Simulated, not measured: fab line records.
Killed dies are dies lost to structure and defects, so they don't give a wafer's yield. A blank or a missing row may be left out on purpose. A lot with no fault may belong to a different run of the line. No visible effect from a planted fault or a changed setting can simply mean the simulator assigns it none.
What tool caused it? | flow sky130 | 24 lots, 72 wafers sampled, at 4 steps of a route of 708

== WHAT EACH GAUGE READ, for each wafer ==
SKY_CONTACT_THK_MEAS_01. Usual: for CONTACT_CVD_00_THK the level is 74.6 nm and the standard deviation is 0.95.
lot  | measured     | on            | CONTACT_CVD_00_THK (nm) | flag
L074 | day 30 05:16 | film metro-01 | 74.2 75.5 75.1          |
L075 | day 30 04:34 | film metro-02 | 74.7 73.2 74.7          |
L076 | day 32 00:15 | film metro-01 | 73.6 75.0 75.1          |
L077 | day 32 00:38 | film metro-01 | 73.2 72.7 73.8          |
L078 | day 35 08:24 | film metro-02 | 72.6 72.6 74.9          |
L079 | day 35 09:10 | film metro-01 | 74.3 74.9 76.4          |
L083 | day 35 11:35 | film metro-02 | 74.7 74.7 74.6          |
L080 | day 35 10:34 | film metro-02 | 74.1 74.0 74.6          |
L085 | day 35 11:58 | film metro-01 | 75.1 74.4 74.6          |
L081 | day 35 12:44 | film metro-01 | 73.5 72.8 74.8          |
L082 | day 35 14:24 | film metro-01 | 74.4 75.2 76.3          |
L084 | day 35 13:10 | film metro-03 | 74.7 73.7 74.5          |
L086 | day 35 16:59 | film metro-01 | 73.5 75.2 76.1          |
L088 | day 35 20:25 | film metro-01 | 73.8 73.9 75.0          |
L087 | day 35 21:03 | film metro-03 | 75.0 74.3 75.4          |
L089 | day 35 21:26 | film metro-01 | 73.5 73.3 74.4          |
L090 | day 35 22:01 | film metro-02 | 73.2 74.1 75.8          |
L091 | day 35 23:14 | film metro-03 | 74.2 74.8 75.0          |
L092 | day 36 00:32 | film metro-01 | 73.6 75.4 75.8          |
L093 | day 36 09:21 | film metro-01 | 73.8 75.3 75.2          |
L094 | day 36 11:36 | film metro-01 | 73.3 75.4 74.6          |
L095 | day 36 15:35 | film metro-02 | 74.9 76.6 74.0          |
L096 | day 36 22:49 | film metro-02 | 75.1 75.9 75.9          |
L097 | day 37 12:52 | film metro-02 | 75.0 75.0 76.5          |

== WHAT TOOL EACH LOT RAN ON (gives the tool, then ch and the chambers of the sampled wafers, and finally the start) ==
lot  | SKY_LDD_HVN_STRIP_09                 | SKY_LOCAL_INTERCONNECT_SPUTTER_00 | SKY_LOCAL_INTERCONNECT_ETCH_13
L074 | plasma asher-02 ch 0,1, day 20 04:05 | pvd sputter-04, day 29 00:02      | rie metal-03 ch 0,1, day 30 04:28
L075 | plasma asher-04 ch 0,1, day 20 05:17 | pvd sputter-01, day 28 22:46      | rie metal-02 ch 1, day 30 03:48
L076 | plasma asher-03 ch 1, day 22 04:26   | pvd sputter-03, day 30 18:46      | rie metal-03 ch 0,1, day 31 23:31
L077 | plasma asher-04 ch 0,1, day 22 04:53 | pvd sputter-03, day 30 19:56      | rie metal-01 ch 0,1, day 31 23:52
L078 | plasma asher-04 ch 0,1, day 25 20:56 | pvd sputter-04, day 34 04:43      | rie metal-01 ch 0, day 35 07:31
L079 | plasma asher-04 ch 0,1, day 25 21:44 | pvd sputter-04, day 34 07:01      | rie metal-03 ch 0,1, day 35 08:22
L083 | plasma asher-03 ch 0,1, day 25 22:32 | pvd sputter-01, day 34 09:20      | rie metal-01 ch 0, day 35 10:48
L080 | plasma asher-04 ch 0,1, day 25 22:50 | pvd sputter-04, day 34 08:07      | rie metal-02 ch 0,1, day 35 09:49
L085 | plasma asher-02 ch 0,1, day 25 23:10 | pvd sputter-04, day 34 09:38      | rie metal-03 ch 0,1, day 35 11:10
L081 | plasma asher-04 ch 0,1, day 25 23:11 | pvd sputter-01, day 34 10:25      | rie metal-02 ch 0,1, day 35 12:01
L082 | plasma asher-02 ch 0, day 26 00:14   | pvd sputter-01, day 34 12:20      | rie metal-03 ch 0,1, day 35 13:37
L084 | plasma asher-03 ch 0,1, day 26 00:32 | pvd sputter-04, day 34 11:24      | rie metal-01 ch 0,1, day 35 12:22
L086 | plasma asher-04 ch 0,1, day 26 03:53 | pvd sputter-03, day 34 14:14      | rie metal-02 ch 0,1, day 35 16:15
L088 | plasma asher-04 ch 0,1, day 26 07:43 | pvd sputter-04, day 34 17:32      | rie metal-03 ch 0,1, day 35 19:37
L087 | plasma asher-02 ch 0,1, day 26 08:20 | pvd sputter-01, day 34 18:53      | rie metal-03 ch 0,1, day 35 20:19
L089 | plasma asher-02 ch 0,1, day 26 08:56 | pvd sputter-01, day 34 19:41      | rie metal-01 ch 1, day 35 20:33
L090 | plasma asher-03 ch 0,1, day 26 09:35 | pvd sputter-01, day 34 20:23      | rie metal-02 ch 1, day 35 21:16
L091 | plasma asher-03 ch 0,1, day 26 12:14 | pvd sputter-04, day 34 20:44      | rie metal-03 ch 0,1, day 35 22:30
L092 | plasma asher-03 ch 0,1, day 26 16:59 | pvd sputter-01, day 34 21:55      | rie metal-02 ch 0,1, day 35 23:49
L093 | plasma asher-02 ch 0,1, day 26 22:53 | pvd sputter-04, day 35 06:20      | rie metal-03 ch 0,1, day 36 08:36
L094 | plasma asher-04 ch 0,1, day 27 00:17 | pvd sputter-04, day 35 08:47      | rie metal-01 ch 0,1, day 36 10:51
L095 | plasma asher-03 ch 0, day 27 06:47   | pvd sputter-01, day 35 12:26      | rie metal-03 ch 0, day 36 14:52
L096 | plasma asher-03 ch 0,1, day 27 14:59 | pvd sputter-03, day 35 20:17      | rie metal-03 ch 0,1, day 36 22:04
L097 | plasma asher-02 ch 0,1, day 28 04:59 | pvd sputter-04, day 36 09:49      | rie metal-02 ch 0,1, day 37 12:05
- SKY_LDD_HVN_STRIP_09: strips in O2/N2.
- SKY_LOCAL_INTERCONNECT_SPUTTER_00: material TiN, target thk 100 nm, time 83.3 s.
- SKY_LOCAL_INTERCONNECT_ETCH_13: etches BARC in N2/H2, stops on SiO2, time 45.9 s, target depth 60 nm.

== AS READ BY THE TOOLS THEMSELVES (means over the sampled wafers that have a number; for cases with no such wafer, the mark the record gives instead) ==
SKY_LDD_HVN_STRIP_09. Usual: drypump motor current A 5.8 A, standard deviation 0.65; oes product au 0.408 a.u., standard deviation 0.0043; strip time to endpoint s 4.136 s, standard deviation 0.013.
lot  | tool            | drypump motor current A (A) | oes product au (a.u.) | strip time to endpoint s (s) | flag
L074 | plasma asher-02 | 5.9                         | 0.409                 | 4.131                        |
L075 | plasma asher-04 | 6.1                         | 0.409                 | 4.129                        |
L076 | plasma asher-03 | 4.9                         | 0.407                 | 4.134                        |
L077 | plasma asher-04 | 6.1                         | 0.407                 | 4.136                        |
L078 | plasma asher-04 | 5.7                         | 0.408                 | 4.141                        |
L079 | plasma asher-04 | 5.7                         | 0.409                 | 4.131                        |
L083 | plasma asher-03 | 5.5                         | 0.407                 | 4.133                        |
L080 | plasma asher-04 | 6.0                         | 0.404                 | 4.126                        |
L085 | plasma asher-02 | 5.9                         | 0.411                 | 4.139                        |
L081 | plasma asher-04 | 5.7                         | 0.405                 | 4.122                        |
L082 | plasma asher-02 | 6.7                         | 0.406                 | 4.137                        |
L084 | plasma asher-03 | 5.2                         | 0.407                 | 4.132                        |
L086 | plasma asher-04 | 6.1                         | 0.410                 | 4.149                        |
L088 | plasma asher-04 | 6.1                         | 0.410                 | 4.117                        |
L087 | plasma asher-02 | 5.8                         | 0.411                 | 4.131                        |
L089 | plasma asher-02 | 6.3                         | 0.405                 | 4.146                        |
L090 | plasma asher-03 | 5.5                         | 0.412                 | 4.140                        |
L091 | plasma asher-03 | 5.3                         | 0.410                 | 4.127                        |
L092 | plasma asher-03 | 5.2                         | 0.406                 | 4.129                        |
L093 | plasma asher-02 | 5.8                         | 0.405                 | 4.130                        |
L094 | plasma asher-04 | 5.7                         | 0.411                 | 4.146                        |
L095 | plasma asher-03 | 5.8                         | 0.407                 | 4.141                        |
L096 | plasma asher-03 | 5.2                         | 0.407                 | 4.133                        |
L097 | plasma asher-02 | 6.3                         | 0.404                 | 4.139                        |

SKY_LOCAL_INTERCONNECT_SPUTTER_00. Usual: cathode dc power W 6500.0 W, standard deviation 1.2; chamber pressure pa 0.3999 Pa, standard deviation 0.00085; throttle valve pct 29.8 %, standard deviation 0.98.
lot  | tool           | cathode dc power W (W) | chamber pressure pa (Pa) | throttle valve pct (%) | flag
L074 | pvd sputter-04 | 6499.1                 | 0.4001                   | 29.6                   |
L075 | pvd sputter-01 | 6500.8                 | 0.4004                   | 29.3                   |
L076 | pvd sputter-03 | 6498.6                 | 0.4001                   | 31.0                   |
L077 | pvd sputter-03 | 6500.1                 | 0.4002                   | 31.1                   |
L078 | pvd sputter-04 | 6499.9                 | 0.4000                   | 30.1                   |
L079 | pvd sputter-04 | 6500.8                 | 0.4002                   | 29.9                   |
L083 | pvd sputter-01 | 6500.6                 | 0.4001                   | 29.2                   |
L080 | pvd sputter-04 | 6499.6                 | 0.3994                   | 29.9                   |
L085 | pvd sputter-04 | 6500.5                 | 0.3995                   | 29.7                   |
L081 | pvd sputter-01 | 6499.5                 | 0.4002                   | 28.8                   |
L082 | pvd sputter-01 | 6499.9                 | 0.4005                   | 29.4                   |
L084 | pvd sputter-04 | 6500.5                 | 0.4001                   | 29.9                   |
L086 | pvd sputter-03 | 6499.6                 | 0.4000                   | 31.1                   |
L088 | pvd sputter-04 | 6500.2                 | 0.3994                   | 29.7                   |
L087 | pvd sputter-01 | 6499.8                 | 0.4008                   | 29.2                   |
L089 | pvd sputter-01 | 6498.9                 | 0.3994                   | 29.3                   |
L090 | pvd sputter-01 | 6500.5                 | 0.3998                   | 29.2                   |
L091 | pvd sputter-04 | 6499.0                 | 0.3997                   | 29.8                   |
L092 | pvd sputter-01 | 6500.6                 | 0.4004                   | 29.5                   |
L093 | pvd sputter-04 | 6501.1                 | 0.3993                   | 29.4                   |
L094 | pvd sputter-04 | 6498.7                 | 0.4003                   | 30.3                   |
L095 | pvd sputter-01 | 6499.9                 | 0.3996                   | 29.3                   |
L096 | pvd sputter-03 | 6499.3                 | 0.4002                   | 31.3                   |
L097 | pvd sputter-04 | 6499.9                 | 0.4000                   | 30.3                   |

SKY_LOCAL_INTERCONNECT_ETCH_13. Usual: drypump motor current A 5.9 A, standard deviation 0.5; oes product au 0.853 a.u., standard deviation 0.0053; throttle valve pct 13.225 %, standard deviation 0.01.
lot  | tool         | drypump motor current A (A) | oes product au (a.u.) | throttle valve pct (%) | flag
L074 | rie metal-03 | 6.1                         | 0.854                 | 13.222                 |
L075 | rie metal-02 | 5.3                         | 0.859                 | 13.232                 |
L076 | rie metal-03 | 6.1                         | 0.851                 | 13.228                 |
L077 | rie metal-01 | 5.8                         | 0.853                 | 13.224                 |
L078 | rie metal-01 | 6.2                         | 0.855                 | 13.214                 |
L079 | rie metal-03 | 6.1                         | 0.860                 | 13.227                 |
L083 | rie metal-01 | 6.2                         | 0.853                 | 13.220                 |
L080 | rie metal-02 | 5.7                         | 0.855                 | 13.218                 |
L085 | rie metal-03 | 5.8                         | 0.850                 | 13.223                 |
L081 | rie metal-02 | 5.7                         | 0.851                 | 13.228                 |
L082 | rie metal-03 | 6.1                         | 0.858                 | 13.229                 |
L084 | rie metal-01 | 5.5                         | 0.850                 | 13.231                 |
L086 | rie metal-02 | 5.7                         | 0.856                 | 13.227                 |
L088 | rie metal-03 | 6.1                         | 0.856                 | 13.223                 |
L087 | rie metal-03 | 6.1                         | 0.853                 | 13.220                 |
L089 | rie metal-01 | 5.1                         | 0.846                 | 13.228                 |
L090 | rie metal-02 | 5.3                         | 0.853                 | 13.226                 |
L091 | rie metal-03 | 5.8                         | 0.850                 | 13.225                 |
L092 | rie metal-02 | 5.7                         | 0.855                 | 13.220                 |
L093 | rie metal-03 | 5.8                         | 0.853                 | 13.234                 |
L094 | rie metal-01 | 5.8                         | 0.853                 | 13.220                 |
L095 | rie metal-03 | 6.3                         | 0.851                 | 13.228                 |
L096 | rie metal-03 | 6.1                         | 0.854                 | 13.225                 |
L097 | rie metal-02 | 6.1                         | 0.850                 | 13.232                 |

== THE ANSWER, worked out from the rows above alone ==
Rule: a lot counts as off when the mean over its wafers that have a number is more than 3 standard deviations away from the usual mean. A lot without any number at a reading at which 4 lots or more have one is off too. Where the step has rows for the other lots, those lots are counted as sound. Order of review: gauges by route order, followed by the tools' own readings, for which a lot's mean as printed above is used. At the first step where some lot is off, the reading lying furthest off is the one used; lots without a number count as furthest.
No lot is off at any reading shown: from this, nothing can be told.

== WHAT THE SIMULATOR PUT IN ==
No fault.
